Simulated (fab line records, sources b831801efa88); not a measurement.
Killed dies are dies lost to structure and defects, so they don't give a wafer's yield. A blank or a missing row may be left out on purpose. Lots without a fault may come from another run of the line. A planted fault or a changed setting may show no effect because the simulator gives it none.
Which tool did it? | flow sky130 | 13 lots, 38 wafers sampled, at 4 steps of a route of 708

WHAT THE GAUGES READ, wafer by wafer
SKY_VIA4_OVL_MEAS_11.
lot  | measured     | on         | VIA4_OVL (nm)
L936 | day 42 14:38 | overlay-01 | 1.1 1.3 3.4
L935 | day 42 17:35 | overlay-02 | -0.1 0.2 -0.6
L943 | day 44 20:48 | overlay-01 | 1.7 2.1 2.1
L944 | day 45 04:34 | overlay-02 | 1.9 1.1 0.9
L945 | day 45 14:37 | overlay-02 | -1.3 0.6 -1.3
L946 | day 45 22:00 | overlay-01 | 0.1 0.0 2.3
L948 | day 46 04:27 | overlay-02 | -1.4 0.8 0.1
L949 | day 46 11:00 | overlay-02 | 1.0 1.4 1.5
L953 | day 47 04:12 | overlay-02 | -2.1 -1.5 0.3
L954 | day 47 06:40 | overlay-02 | -1.1 -0.6
L955 | day 47 23:24 | overlay-02 | 0.3 0.1 0.3
L956 | day 48 11:50 | overlay-02 | 0.5 -2.3 1.2
L958 | day 48 16:23 | overlay-01 | 0.8 5.0 1.4

SKY_PASSIVATION_THK_MEAS_01.
lot  | measured     | on            | PASSIVATION_CVD_00_THK (nm)
L936 | day 43 16:09 | film_metro-02 | 89.9 89.0 91.6
L935 | day 43 18:31 | film_metro-03 | 90.3 89.5 91.7
L943 | day 45 20:47 | film_metro-03 | 89.9 91.5 91.9
L944 | day 46 04:10 | film_metro-02 | 88.0 89.3 90.7
L945 | day 46 12:47 | film_metro-02 | 89.3 89.9 91.1
L946 | day 46 21:02 | film_metro-01 | 89.4 87.5 88.8
L948 | day 47 04:02 | film_metro-01 | 89.9 90.3 91.5
L949 | day 47 10:55 | film_metro-03 | 90.3 90.1 90.7
L953 | day 48 01:27 | film_metro-02 | 88.6 88.4 90.3
L954 | day 48 05:10 | film_metro-02 | 91.8 90.2
L955 | day 48 20:13 | film_metro-03 | 90.0 89.1 91.2
L956 | day 49 08:02 | film_metro-01 | 88.7 88.8 87.9
L958 | day 49 11:58 | film_metro-03 | 88.2 89.8 90.4

WHICH TOOL RAN EACH LOT (tool, then ch and the chambers of the sampled wafers, then the start)
lot  | SKY_VIA3_HDPCVD_00               | SKY_METAL5_SPUTTER_02
L936 | hdpcvd-02 ch 0,1,2, day 38 08:47 | pvd_sputter-01, day 42 16:08
L935 | hdpcvd-02 ch 0,2, day 38 11:32   | pvd_sputter-01, day 42 19:04
L943 | hdpcvd-02 ch 0,1,2, day 40 18:22 | pvd_sputter-03, day 44 22:14
L944 | hdpcvd-02 ch 0,2, day 41 04:23   | pvd_sputter-02, day 45 06:01
L945 | hdpcvd-02 ch 0,1,2, day 41 14:01 | pvd_sputter-03, day 45 16:02
L946 | hdpcvd-01 ch 0,1,2, day 41 22:35 | pvd_sputter-01, day 45 23:38
L948 | hdpcvd-02 ch 1,2, day 42 07:17   | pvd_sputter-03, day 46 07:22
L949 | hdpcvd-01 ch 0,1, day 42 14:58   | pvd_sputter-03, day 46 13:30
L953 | hdpcvd-02 ch 0,1,2, day 43 09:32 | pvd_sputter-01, day 47 05:39
L954 | hdpcvd-02 ch 1,2, day 43 14:39   | pvd_sputter-02, day 47 08:47
L955 | hdpcvd-02 ch 0,1, day 44 10:25   | pvd_sputter-03, day 48 00:51
L956 | hdpcvd-02 ch 0,1,2, day 44 22:16 | pvd_sputter-02, day 48 13:21
L958 | hdpcvd-01 ch 0,1,2, day 45 03:02 | pvd_sputter-03, day 48 17:49
- SKY_VIA3_HDPCVD_00: deposits SiO2, target thk 1635 nm, time 272.5 s.
- SKY_METAL5_SPUTTER_02: material AlCu, target thk 1150 nm, time 61.2 s.

WHAT THE TOOLS THEMSELVES READ (means of the sampled wafers that have a number; where no wafer has one, the mark that the record gives instead)
SKY_METAL5_SPUTTER_02.
lot  | tool           | throttle_valve_pct (%)
L936 | pvd_sputter-01 | 29.5
L935 | pvd_sputter-01 | 30.1
L943 | pvd_sputter-03 | 29.8
L944 | pvd_sputter-02 | 29.5
L945 | pvd_sputter-03 | 30.0
L946 | pvd_sputter-01 | 29.7
L948 | pvd_sputter-03 | 30.6
L949 | pvd_sputter-03 | 29.9
L953 | pvd_sputter-01 | 29.5
L954 | pvd_sputter-02 | 28.9
L955 | pvd_sputter-03 | 29.8
L956 | pvd_sputter-02 | 29.8
L958 | pvd_sputter-03 | 30.2

THE ANSWER, worked out from the rows above alone
Rule: what is usual is taken from the lots themselves. Put in order of their means at a reading, lots are off if they are a third of the lots or fewer, leave a main group of 4 or more, and stand apart from it by a gap of 3 or more times the standard deviation of the main group's means; of several such gaps the widest counts. A main group whose means are all the same, to the digits that the tables above print for the reading, isn't used. A lot without any number at a reading at which 4 lots or more have one is off too. The other lots that the step has rows for count as sound. The gauges are gone through in route order, then the tools' own readings, and for those a lot's mean is taken as printed above. The first step at which some lot is off is used, and at that step the reading that is off furthest; a lot without a number counts as furthest.
No lot is off at any reading shown: from this, nothing can be told.

WHAT THE SIMULATOR HAD PUT IN
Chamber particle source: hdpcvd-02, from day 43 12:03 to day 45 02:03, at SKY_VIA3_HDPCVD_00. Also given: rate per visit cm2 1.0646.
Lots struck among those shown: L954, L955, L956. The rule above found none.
